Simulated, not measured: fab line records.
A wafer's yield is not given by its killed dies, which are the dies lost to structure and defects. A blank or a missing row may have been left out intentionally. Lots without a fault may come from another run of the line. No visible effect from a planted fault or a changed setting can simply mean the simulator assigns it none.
Which tool is to blame? ; flow sky130 ; 13 lots, 39 wafers sampled, at 3 steps of a route of 708

WHAT THE GAUGES SHOWED, per wafer
SKY_METAL1_THK_MEAS_06: measures by xrf.
lot;measured;on;METAL1_ALCU_THK (nm)
L521;day 31 14:19;film-metro-02;249.5 252.3 253.9
L523;day 32 09:41;film-metro-01;250.0 253.9 252.0
L525;day 33 00:27;film-metro-03;250.3 251.1 249.3
L527;day 34 00:35;film-metro-03;252.9 253.2 250.1
L528;day 34 05:37;film-metro-03;249.0 249.7 250.8
L529;day 35 01:42;film-metro-03;254.9 255.6 257.2
L531;day 36 01:36;film-metro-01;256.2 255.6 253.3
L530;day 36 02:33;film-metro-01;252.5 251.7 252.1
L535;day 36 11:09;film-metro-03;254.7 255.6 255.4
L536;day 36 16:34;film-metro-01;253.1 253.4 253.5
L539;day 37 10:29;film-metro-03;258.5 254.7 255.0
L542;day 38 10:34;film-metro-03;252.8 254.9 256.4
L544;day 39 14:24;film-metro-02;251.0 249.0 250.8

SKY_METAL1_CD_MEAS_15: target cd 140 nm.
lot;measured;on;cd-nm (nm)
L521;day 32 16:53;cd-sem-01;139.1 139.7 138.9
L523;day 33 12:15;cd-sem-02;139.8 138.9 139.4
L525;day 34 03:22;cd-sem-01;137.6 138.1 137.6
L527;day 35 03:14;cd-sem-02;139.8 138.6 139.3
L528;day 35 07:51;cd-sem-02;138.4 140.5 138.2
L529;day 36 03:58;cd-sem-01;140.5 139.4 138.2
L531;day 37 03:22;cd-sem-01;141.3 140.8 141.6
L530;day 37 04:35;cd-sem-02;139.4 139.2 140.0
L535;day 37 12:30;cd-sem-01;140.7 141.4 140.1
L536;day 37 19:00;cd-sem-02;140.9 141.2 138.7
L539;day 38 11:16;cd-sem-01;141.4 142.2 142.3
L542;day 39 11:45;cd-sem-02;140.9 140.9 140.2
L544;day 40 15:08;cd-sem-01;136.7 137.0 136.1

WHICH TOOL RAN EACH LOT (tool, then ch and the chambers of the sampled wafers, then the start)
lot;SKY_CONTACT_CMP_27
L521;cmp-02 ch 0,2,3, day 31 13:50
L523;cmp-02 ch 0,1, day 32 09:07
L525;cmp-01 ch 1,2, day 32 23:56
L527;cmp-02 ch 2,3, day 34 00:01
L528;cmp-02 ch 1,2, day 34 05:05
L529;cmp-02 ch 0,2, day 35 01:11
L531;cmp-02 ch 1,2,3, day 36 01:02
L530;cmp-01 ch 1,3, day 36 02:02
L535;cmp-01 ch 1,2,3, day 36 10:34
L536;cmp-02 ch 2,3, day 36 16:02
L539;cmp-02 ch 0,1,2, day 37 09:55
L542;cmp-01 ch 2,3, day 38 10:02
L544;cmp-01 ch 0,1,3, day 39 13:53
- SKY_CONTACT_CMP_27: polishes, stops on SiO2, t overpolish 15 s, target thk 0 nm.

WHAT THE TOOLS THEMSELVES READ (means of the sampled wafers that have a number; where no wafer has one, the mark that the record gives instead)
SKY_CONTACT_CMP_27.
lot;tool;edge-zone-pressure-frac;motor-current-A (A);overpolish-run-s (s);time-to-endpoint-s (s)
L521;cmp-02;1.003;11.6;14.997;84.2
L523;cmp-02;0.998;10.5;15.015;84.1
L525;cmp-01;0.997;11.4;15.005;80.5
L527;cmp-02;0.997;11.5;15.013;84.3
L528;cmp-02;1.002;10.1;14.995;85.5
L529;cmp-02;1.002;11.4;14.994;79.0
L531;cmp-02;0.998;10.7;14.998;83.4
L530;cmp-01;1.002;11.5;15.003;84.0
L535;cmp-01;0.996;11.4;15.000;82.3
L536;cmp-02;1.002;11.5;15.001;84.8
L539;cmp-02;0.999;10.6;14.996;86.3
L542;cmp-01;0.993;10.9;14.990;84.7
L544;cmp-01;1.003;10.5;15.004;87.9

THE ANSWER, worked out from the rows above alone
Rule: usual is defined by the lots themselves. Put in order of their means at a reading, lots are off if they are a third of the lots or fewer, leave a main group of 4 or more, and stand apart from it by a gap of 3 or more times the standard deviation of the main group's means; of several such gaps the widest counts. The tables above print the reading to a certain number of digits; a main group whose means all agree to those digits is not used. Also off: a lot with no number at a reading for which 4 or more lots have one. Any other lot the step has rows for is counted as sound. After the gauges, taken in route order, come the tools' own readings; for these a lot's mean is taken, as printed above. The first step at which some lot is off is used, and at that step the reading that is off furthest; a lot without a number counts as furthest.
Across all readings shown, no lot is off: no conclusion can be drawn from this.

WHAT HAD BEEN PUT IN BY THE SIMULATOR
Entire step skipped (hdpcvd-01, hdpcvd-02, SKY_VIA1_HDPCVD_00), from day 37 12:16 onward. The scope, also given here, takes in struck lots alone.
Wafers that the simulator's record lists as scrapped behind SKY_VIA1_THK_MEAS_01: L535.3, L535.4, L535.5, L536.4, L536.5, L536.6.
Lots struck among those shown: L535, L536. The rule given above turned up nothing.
